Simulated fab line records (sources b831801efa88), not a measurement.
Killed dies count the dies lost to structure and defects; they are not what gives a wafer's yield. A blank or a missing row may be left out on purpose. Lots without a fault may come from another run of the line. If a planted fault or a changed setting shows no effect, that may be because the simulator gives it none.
2 desks looking at one fault -- flow sky130 -- each desk holds nothing but its own numbers, with what lay behind them at the end

THE TOOL OWNER'S DESK: implanter-03
For each lot that ran on this tool, the mean over its sampled wafers that have a number, from the tool's own readings at SKY_PWDE_IMPLANT_08. Any lot whose mean is over 4 standard deviations away from the usual mean is out of limits and marked OUT; that distance is given in the brackets.
Columns: A = dose-ions-cm2 at SKY_PWDE_IMPLANT_08, usual 3.6e+12; B = faraday-current-uA at SKY_PWDE_IMPLANT_08, usual 20.3
lot,first seen here,A,B
L154,day 4 07:56,3.6e+12,20.5
L156,day 4 19:47,3.6e+12,20.2
L163,day 6 09:25,3.0e+12 (-99 or more) OUT,17.5 (-7.1) OUT
L164,day 6 15:19,3.0e+12 (-99 or more) OUT,17.2 (-7.7) OUT
Finding of this desk: L163, L164 out of limits; the first was L163 at day 6 09:25, on dose-ions-cm2 at SKY_PWDE_IMPLANT_08. L154, L156: within limits.

THE METROLOGY DESK
What the gauges read, lot by lot, whatever tool the lot ran on: means of the sampled wafers that have a number. Any lot whose mean is over 4 standard deviations away from the usual mean is out of limits and marked OUT; that distance is given in the brackets.
Columns: A = FIELD_ISO_OXIDATION_01_THK at SKY_FIELD_ISO_THK_MEAS_23, usual 9.96 nm; B = PWDE_TW at SKY_PWDE_TW_MEAS_10, usual 373; C = PWDE_RS at SKY_NWELL_RS_MEAS_31, usual 5269 ohm/sq; D = LI_CONTACT_W_RS at SKY_LI_CONTACT_RS_MEAS_22, usual 0.286 ohm/sq
lot,first seen here,A,B,C,D
L152,day 2 07:55,10.02,368,5276,0.281
L153,day 2 10:26,9.94,375,5259,0.286
L154,day 2 16:27,10.20,375,5235,0.291
L155,day 3 00:29,10.35,373,5307,0.289
L156,day 3 04:50,10.08,375,5277,0.290
L158,day 3 14:29,9.98,370,5252,0.281
L163,day 4 16:06,9.74,358 (-4.1) OUT,6032 (+38) OUT,0.280
L164,day 4 21:50,9.83,348 (-6.8) OUT,5999 (+36) OUT,0.279
L171,day 6 10:10,9.66,376,5267,0.288
L173,day 6 19:13,9.92,373,5249,0.289
L174,day 7 01:38,9.95,368,5272,0.289
This desk reports L163, L164 out of limits; the earliest was L163 at day 6 09:39 (PWDE_TW at SKY_PWDE_TW_MEAS_10). L152, L153, L154, L155, L156, L158, L171, L173, L174: within limits.

TAKEN TOGETHER
The tool owner's desk could have raised an alarm at day 6 09:25, on L163, L164.
The metrology desk could have raised an alarm at day 6 09:39, on L163, L164.
Of the lots named, all ran SKY_PWDE_IMPLANT_08 on implanter-03.

WHAT THE SIMULATOR HAD PUT IN
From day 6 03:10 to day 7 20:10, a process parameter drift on implanter-03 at SKY_PWDE_IMPLANT_08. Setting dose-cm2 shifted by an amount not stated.
Shown lots that were struck: L163, L164.
Time in hours from fault onset to the first out-of-limits reading at each desk: tool owner's desk 6, metrology desk 6.
